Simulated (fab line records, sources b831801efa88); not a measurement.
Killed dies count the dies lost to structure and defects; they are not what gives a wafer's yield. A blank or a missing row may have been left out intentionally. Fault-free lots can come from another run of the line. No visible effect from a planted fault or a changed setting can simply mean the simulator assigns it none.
Which tool did it? | flow gf180mcu | 14 lots, 42 wafers sampled, at 4 steps of a route of 602

== WHAT EACH GAUGE READ, for each wafer ==
GF_CONTACT_THK_MEAS_03. Usual: CONTACT_CVD_02_THK typically reads 863 nm, with standard deviation 14.
lot  | measured     | on            | CONTACT_CVD_02_THK (nm) | flag
L859 | day 15 13:37 | film metro-03 | 864 841 856             |
L862 | day 16 17:17 | film metro-02 | 873 897 884             |
L863 | day 17 01:28 | film metro-02 | 861 890 874             |
L865 | day 17 19:53 | film metro-03 | 847 866 861             |
L866 | day 18 01:59 | film metro-01 | 846 842 861             |
L867 | day 18 17:29 | film metro-02 | 874 861 875             |
L868 | day 18 19:47 | film metro-01 | 850 840 859             |
L869 | day 18 22:23 | film metro-03 | 843 877 855             |
L870 | day 19 11:54 | film metro-03 | 854 863 868             |
L877 | day 22 10:02 | film metro-02 | 879 878 874             |
L878 | day 22 09:29 | film metro-02 | 892 882 860             |
L879 | day 22 23:49 | film metro-03 | 867 880 878             |
L880 | day 23 00:31 | film metro-01 | 868 880 848             |
L881 | day 23 04:58 | film metro-01 | 860 843 871             |

== WHAT TOOL EACH LOT RAN ON (gives the tool, then ch and the chambers of the sampled wafers, and finally the start) ==
lot  | GF_LVPWELL_DEVELOP_06            | GF_SALICIDE_SPUTTER_02       | GF_CONTACT_CVD_02
L859 | litho track-02 ch 0, day 4 02:00 | pvd sputter-02, day 15 12:55 | pecvd-03 ch 0,1, day 15 13:33
L862 | litho track-01 ch 0, day 4 20:00 | pvd sputter-02, day 16 16:35 | pecvd-04 ch 0,2, day 16 17:13
L863 | litho track-03 ch 0, day 5 02:00 | pvd sputter-02, day 17 00:44 | pecvd-01 ch 0,1,2, day 17 01:23
L865 | litho track-01 ch 0, day 5 13:00 | pvd sputter-02, day 17 19:10 | pecvd-03 ch 0,1,2, day 17 19:50
L866 | litho track-02 ch 0, day 5 20:00 | pvd sputter-01, day 18 01:17 | pecvd-01 ch 1,2, day 18 01:55
L867 | litho track-03 ch 0, day 5 22:00 | pvd sputter-02, day 18 16:46 | pecvd-04 ch 0,1,2, day 18 17:25
L868 | litho track-03 ch 0, day 6 04:00 | pvd sputter-01, day 18 19:05 | pecvd-03 ch 0,1, day 18 19:43
L869 | litho track-03 ch 0, day 6 08:00 | pvd sputter-04, day 18 21:40 | pecvd-04 ch 0,2, day 18 22:18
L870 | litho track-01 ch 0, day 6 14:00 | pvd sputter-04, day 19 11:04 | pecvd-01 ch 0,2, day 19 11:47
L877 | litho track-01, day 8 12:00      | pvd sputter-02, day 22 09:19 | pecvd-01 ch 0,1,2, day 22 09:58
L878 | litho track-03, day 8 15:00      | pvd sputter-04, day 22 08:43 | pecvd-03 ch 0,1,2, day 22 09:23
L879 | litho track-03 ch 0, day 8 23:00 | pvd sputter-02, day 22 23:01 | pecvd-01 ch 0,1, day 22 23:45
L880 | litho track-03 ch 0, day 9 00:00 | pvd sputter-04, day 22 23:43 | pecvd-03 ch 0,1,2, day 23 00:26
L881 | litho track-01 ch 0, day 9 05:00 | pvd sputter-01, day 23 04:16 | pecvd-03 ch 1,2, day 23 04:53
- GF_LVPWELL_DEVELOP_06: develop time 60 s.
- GF_SALICIDE_SPUTTER_02: material Co, target thk 10 nm, time 20 s.
- GF_CONTACT_CVD_02: deposits SiO2 from TEOS, target thk 860 nm, time 95.992 s.

== WHAT THE TOOLS THEMSELVES READ (means of the sampled wafers that have a number; where no wafer has one, the mark that the record gives instead) ==
GF_LVPWELL_DEVELOP_06. Usual: chill plate temp C at 23.00 C, with a standard deviation of 0.1.
lot  | tool           | chill plate temp C (C) | flag
L859 | litho track-02 | 22.99                  |
L862 | litho track-01 | 23.17                  |
L863 | litho track-03 | 23.01                  |
L865 | litho track-01 | 22.92                  |
L866 | litho track-02 | 23.00                  |
L867 | litho track-03 | 22.93                  |
L868 | litho track-03 | 22.95                  |
L869 | litho track-03 | 22.99                  |
L870 | litho track-01 | 22.90                  |
L877 | litho track-01 | -                      | OFF
L878 | litho track-03 | -                      | OFF
L879 | litho track-03 | 22.99                  |
L880 | litho track-03 | 22.99                  |
L881 | litho track-01 | 23.09                  |

GF_SALICIDE_SPUTTER_02. Usual: throttle valve pct at 30.2 %, with a standard deviation of 0.97.
lot  | tool           | throttle valve pct (%) | flag
L859 | pvd sputter-02 | 30.9                   |
L862 | pvd sputter-02 | 29.3                   |
L863 | pvd sputter-02 | 30.6                   |
L865 | pvd sputter-02 | 30.9                   |
L866 | pvd sputter-01 | 29.5                   |
L867 | pvd sputter-02 | 30.8                   |
L868 | pvd sputter-01 | 28.8                   |
L869 | pvd sputter-04 | 30.7                   |
L870 | pvd sputter-04 | 30.1                   |
L877 | pvd sputter-02 | 30.6                   |
L878 | pvd sputter-04 | 30.4                   |
L879 | pvd sputter-02 | 30.5                   |
L880 | pvd sputter-04 | 30.6                   |
L881 | pvd sputter-01 | 29.6                   |

GF_CONTACT_CVD_02. Usual: heater power w at 690 W, with a standard deviation of 81.
lot  | tool     | heater power w (W) | flag
L859 | pecvd-03 | 678                |
L862 | pecvd-04 | 645                |
L863 | pecvd-01 | 655                |
L865 | pecvd-03 | 772                |
L866 | pecvd-01 | 660                |
L867 | pecvd-04 | 691                |
L868 | pecvd-03 | 723                |
L869 | pecvd-04 | 702                |
L870 | pecvd-01 | 676                |
L877 | pecvd-01 | 676                |
L878 | pecvd-03 | 728                |
L879 | pecvd-01 | 591                |
L880 | pecvd-03 | 722                |
L881 | pecvd-03 | 736                |

== THE ANSWER, worked out from the rows above alone ==
Rule: lot off if the mean of its wafers having a number is beyond 3 standard deviations from the usual mean. A lot without any number at a reading at which 4 lots or more have one is off too. Any other lot the step has rows for is counted as sound. Order of review: gauges by route order, followed by the tools' own readings, for which a lot's mean as printed above is used. The first step at which some lot is off is used, and at that step the reading that is off furthest; a lot without a number counts as furthest.
Off: L877, L878 (GF_LVPWELL_DEVELOP_06, chill plate temp C). Without a number there: L877, L878.
If a tool, at that step or one of the process steps before it, ran each lot that is off and ran no sound lot following the first of them, it fits. Of those tried, none fits.

== WHAT HAD BEEN PUT IN BY THE SIMULATOR ==
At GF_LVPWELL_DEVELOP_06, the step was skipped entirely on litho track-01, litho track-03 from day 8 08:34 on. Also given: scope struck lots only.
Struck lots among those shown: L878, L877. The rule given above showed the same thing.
